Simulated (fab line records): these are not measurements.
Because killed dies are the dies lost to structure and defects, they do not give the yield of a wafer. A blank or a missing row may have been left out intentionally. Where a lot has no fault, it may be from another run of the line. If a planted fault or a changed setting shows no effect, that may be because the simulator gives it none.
Which tool was responsible? :: flow sky130 :: Sampling: 10 lots, 30 wafers, 7 of 708 route steps

## WHAT THE GAUGES READ, wafer by wafer
SKY_VIA1_THK_MEAS_01.
lot: L876
measured: day 32 21:10
on: film-metro-03
VIA1_HDPCVD_THK (nm): 1016 1026 1021

lot: L880
measured: day 34 08:51
on: film-metro-04
VIA1_HDPCVD_THK (nm): 1024 1041 1029

lot: L881
measured: day 34 12:15
on: film-metro-03
VIA1_HDPCVD_THK (nm): 1014 1035 1029

lot: L891
measured: day 37 17:28
on: film-metro-03
VIA1_HDPCVD_THK (nm): 1019 1040 1032

lot: L892
measured: day 38 01:13
on: film-metro-04
VIA1_HDPCVD_THK (nm): 1022 1031 1013

lot: L893
measured: day 38 15:26
on: film-metro-03
VIA1_HDPCVD_THK (nm): 1022 1033 1037

lot: L895
measured: day 40 07:54
on: film-metro-02
VIA1_HDPCVD_THK (nm): 1028 1047 1039

lot: L896
measured: day 40 09:11
on: film-metro-04
VIA1_HDPCVD_THK (nm): 1041 1031 1027

lot: L894
measured: day 40 11:31
on: film-metro-04
VIA1_HDPCVD_THK (nm): 1026 1029 1026

lot: L897
measured: day 40 14:38
on: film-metro-02
VIA1_HDPCVD_THK (nm): 1032 1027 1023

SKY_VIA1_BOW_MEAS_03.
lot: L876
measured: day 32 21:33
on: film-metro-03
VIA1_BOW (um): 79 85 74

lot: L880
measured: day 34 09:13
on: film-metro-02
VIA1_BOW (um): 82 84 82

lot: L881
measured: day 34 12:37
on: film-metro-02
VIA1_BOW (um): 76 95 72

lot: L891
measured: day 37 18:16
on: film-metro-02
VIA1_BOW (um): 84 82 84

lot: L892
measured: day 38 01:35
on: film-metro-04
VIA1_BOW (um): 90 79 67

lot: L893
measured: day 38 15:50
on: film-metro-04
VIA1_BOW (um): 74 90 69

lot: L895
measured: day 40 08:17
on: film-metro-04
VIA1_BOW (um): 80 86 88

lot: L896
measured: day 40 09:32
on: film-metro-04
VIA1_BOW (um): 89 91 69

lot: L894
measured: day 40 11:53
on: film-metro-03
VIA1_BOW (um): 70 78 70

lot: L897
measured: day 40 15:01
on: film-metro-03
VIA1_BOW (um): 63 73 75

SKY_VIA1_RS_MEAS_22: a four-point-probe measurement.
lot: L876
measured: day 34 00:58
on: film-metro-04
VIA1_W_RS (ohm/sq): 0.429 0.432 0.419

lot: L880
measured: day 35 12:44
on: film-metro-02
VIA1_W_RS (ohm/sq): 0.427 0.439 0.634

lot: L881
measured: day 35 16:10
on: film-metro-02
VIA1_W_RS (ohm/sq): 0.622 0.633 0.425

lot: L891
measured: day 38 20:14
on: film-metro-02
VIA1_W_RS (ohm/sq): 0.428 0.425 0.421

lot: L892
measured: day 39 03:50
on: film-metro-04
VIA1_W_RS (ohm/sq): 0.420 0.427 0.430

lot: L893
measured: day 39 17:02
on: film-metro-04
VIA1_W_RS (ohm/sq): 0.433 0.435 0.418

lot: L895
measured: day 41 09:56
on: film-metro-02
VIA1_W_RS (ohm/sq): 0.418 0.435 0.419

lot: L896
measured: day 41 11:45
on: film-metro-02
VIA1_W_RS (ohm/sq): 0.413 0.412 0.410

lot: L894
measured: day 41 13:12
on: film-metro-02
VIA1_W_RS (ohm/sq): 0.418 0.429 0.417

lot: L897
measured: day 41 16:32
on: film-metro-03
VIA1_W_RS (ohm/sq): 0.430 0.414 0.428

SKY_VIA1_THK_MEAS_23: measures by xrf.
lot: L876
measured: day 34 01:04
on: film-metro-04
VIA1_W_THK (nm): 265 266 270

lot: L880
measured: day 35 12:51
on: film-metro-02
VIA1_W_THK (nm): 271 263 183

lot: L881
measured: day 35 16:17
on: film-metro-02
VIA1_W_THK (nm): 187 183 271

lot: L891
measured: day 38 20:21
on: film-metro-02
VIA1_W_THK (nm): 269 272 275

lot: L892
measured: day 39 03:57
on: film-metro-04
VIA1_W_THK (nm): 269 266 264

lot: L893
measured: day 39 17:08
on: film-metro-04
VIA1_W_THK (nm): 262 262 272

lot: L895
measured: day 41 10:02
on: film-metro-02
VIA1_W_THK (nm): 274 264 274

lot: L896
measured: day 41 11:52
on: film-metro-02
VIA1_W_THK (nm): 277 279 279

lot: L894
measured: day 41 13:19
on: film-metro-02
VIA1_W_THK (nm): 274 267 275

lot: L897
measured: day 41 16:39
on: film-metro-03
VIA1_W_THK (nm): 263 273 265

SKY_METAL2_RS_MEAS_05: a four-point-probe measurement.
lot: L876
measured: day 34 01:35
on: film-metro-01
METAL2_ALCU_RS (ohm/sq): 0.1285 0.1254 0.1280

lot: L880
measured: day 35 13:22
on: film-metro-02
METAL2_ALCU_RS (ohm/sq): 0.1275 0.1242 0.1260

lot: L881
measured: day 35 16:47
on: film-metro-01
METAL2_ALCU_RS (ohm/sq): 0.1272 0.1237 0.1266

lot: L891
measured: day 38 20:51
on: film-metro-02
METAL2_ALCU_RS (ohm/sq): 0.1263 0.1266 0.1265

lot: L892
measured: day 39 05:13
on: film-metro-02
METAL2_ALCU_RS (ohm/sq): 0.1267 0.1259 0.1262

lot: L893
measured: day 39 17:40
on: film-metro-02
METAL2_ALCU_RS (ohm/sq): 0.1290 0.1266 0.1296

lot: L895
measured: day 41 10:33
on: film-metro-01
METAL2_ALCU_RS (ohm/sq): 0.1293 0.1293 0.1291

lot: L896
measured: day 41 12:22
on: film-metro-04
METAL2_ALCU_RS (ohm/sq): 0.1255 0.1254 0.1256

lot: L894
measured: day 41 13:49
on: film-metro-01
METAL2_ALCU_RS (ohm/sq): 0.1247 0.1280 0.1261

lot: L897
measured: day 41 17:10
on: film-metro-04
METAL2_ALCU_RS (ohm/sq): 0.1265 0.1265 0.1263

## EACH LOT AND THE TOOL THAT RAN IT (in order: tool; ch and the chambers of the sampled wafers; start)
lot: L876
SKY_VIA1_CVD_21: cvd-w-02 ch 0,1, day 34 00:52
SKY_VIA1_CMP_24: cmp-02 ch 0,1,3, day 34 01:12

lot: L880
SKY_VIA1_CVD_21: cvd-w-02 ch 0,1, day 35 12:38
SKY_VIA1_CMP_24: cmp-01 ch 2,3, day 35 12:57

lot: L881
SKY_VIA1_CVD_21: cvd-w-02 ch 0,1, day 35 16:05
SKY_VIA1_CMP_24: cmp-01 ch 1,2,3, day 35 16:21

lot: L891
SKY_VIA1_CVD_21: cvd-w-02 ch 0,1, day 38 20:08
SKY_VIA1_CMP_24: cmp-01 ch 0,3, day 38 20:28

lot: L892
SKY_VIA1_CVD_21: cvd-w-02 ch 0,1, day 39 03:44
SKY_VIA1_CMP_24: cmp-01 ch 1,2,3, day 39 04:49

lot: L893
SKY_VIA1_CVD_21: cvd-w-01 ch 0,1, day 39 16:55
SKY_VIA1_CMP_24: cmp-02 ch 0,3, day 39 17:10

lot: L895
SKY_VIA1_CVD_21: cvd-w-02 ch 0,1, day 41 09:50
SKY_VIA1_CMP_24: cmp-02 ch 0,2, day 41 10:04

lot: L896
SKY_VIA1_CVD_21: cvd-w-01 ch 0, day 41 11:40
SKY_VIA1_CMP_24: cmp-01 ch 0,1, day 41 11:59

lot: L894
SKY_VIA1_CVD_21: cvd-w-02 ch 0,1, day 41 13:05
SKY_VIA1_CMP_24: cmp-02 ch 0,2,3, day 41 13:31

lot: L897
SKY_VIA1_CVD_21: cvd-w-02 ch 0,1, day 41 16:26
SKY_VIA1_CMP_24: cmp-02 ch 1,2,3, day 41 16:43
- SKY_VIA1_CVD_21: deposits W, target thk 270 nm, time 80.902 s.
- SKY_VIA1_CMP_24: polishes, stops on SiO2, t overpolish 15 s, target thk 0 nm.

## AS READ BY THE TOOLS THEMSELVES (means over the sampled wafers that have a number; for cases with no such wafer, the mark the record gives instead)
SKY_VIA1_CVD_21.
lot: L876
tool: cvd-w-02
chamber-pressure-Torr (Torr): 40.01
heater-power-w (W): 888
susceptor-temp-C (C): 400.25

lot: L880
tool: cvd-w-02
chamber-pressure-Torr (Torr): 40.00
heater-power-w (W): 943
susceptor-temp-C (C): 399.91

lot: L881
tool: cvd-w-02
chamber-pressure-Torr (Torr): 39.99
heater-power-w (W): 931
susceptor-temp-C (C): 400.03

lot: L891
tool: cvd-w-02
chamber-pressure-Torr (Torr): 39.98
heater-power-w (W): 934
susceptor-temp-C (C): 399.93

lot: L892
tool: cvd-w-02
chamber-pressure-Torr (Torr): 40.01
heater-power-w (W): 945
susceptor-temp-C (C): 399.93

lot: L893
tool: cvd-w-01
chamber-pressure-Torr (Torr): 40.07
heater-power-w (W): 801
susceptor-temp-C (C): 400.01

lot: L895
tool: cvd-w-02
chamber-pressure-Torr (Torr): 40.04
heater-power-w (W): 952
susceptor-temp-C (C): 400.01

lot: L896
tool: cvd-w-01
chamber-pressure-Torr (Torr): 39.90
heater-power-w (W): 719
susceptor-temp-C (C): 400.04

lot: L894
tool: cvd-w-02
chamber-pressure-Torr (Torr): 40.08
heater-power-w (W): 957
susceptor-temp-C (C): 400.07

lot: L897
tool: cvd-w-02
chamber-pressure-Torr (Torr): 39.96
heater-power-w (W): 878
susceptor-temp-C (C): 399.99

SKY_VIA1_CMP_24.
lot: L876
tool: cmp-02
motor-current-A (A): 11.4
time-to-endpoint-s (s): 63

lot: L880
tool: cmp-01
motor-current-A (A): 11.0
time-to-endpoint-s (s): 57

lot: L881
tool: cmp-01
motor-current-A (A): 11.4
time-to-endpoint-s (s): 50

lot: L891
tool: cmp-01
motor-current-A (A): 11.1
time-to-endpoint-s (s): 68

lot: L892
tool: cmp-01
motor-current-A (A): 11.3
time-to-endpoint-s (s): 71

lot: L893
tool: cmp-02
motor-current-A (A): 10.4
time-to-endpoint-s (s): 61

lot: L895
tool: cmp-02
motor-current-A (A): 10.7
time-to-endpoint-s (s): 65

lot: L896
tool: cmp-01
motor-current-A (A): 11.5
time-to-endpoint-s (s): 71

lot: L894
tool: cmp-02
motor-current-A (A): 10.6
time-to-endpoint-s (s): 65

lot: L897
tool: cmp-02
motor-current-A (A): 11.1
time-to-endpoint-s (s): 64

## THE ANSWER, worked out from the rows above alone
Rule: what is usual is taken from the lots themselves. The widest of any qualifying gaps counts: lots, ordered by their means at a reading, are off when they make up no more than a third of the lots, leave a main group of 4 or more, and stand apart from it by 3 or more times the standard deviation of that group's means. The tables above print the reading to a certain number of digits; a main group whose means all agree to those digits is not used. A lot without any number at a reading at which 4 lots or more have one is off too. The other lots that the step has rows for count as sound. First the gauges in route order, then the tools' own readings, where a lot's mean is used as printed above. At the first step where some lot is off, the reading lying furthest off is the one used; lots without a number count as furthest.
Off: L880, L881, seen at SKY_VIA1_RS_MEAS_22 (VIA1_W_RS). The main group has a mean of 0.423 ohm/sq with a standard deviation of 0.0048.
A tool fits if, at a process step before that reading, it ran every lot that is off, and no sound lot after the first of them. Gauges at SKY_VIA1_RS_MEAS_22: tried the same way as those tools. Not one of the candidates tried fits.

## WHAT THE SIMULATOR PUT IN
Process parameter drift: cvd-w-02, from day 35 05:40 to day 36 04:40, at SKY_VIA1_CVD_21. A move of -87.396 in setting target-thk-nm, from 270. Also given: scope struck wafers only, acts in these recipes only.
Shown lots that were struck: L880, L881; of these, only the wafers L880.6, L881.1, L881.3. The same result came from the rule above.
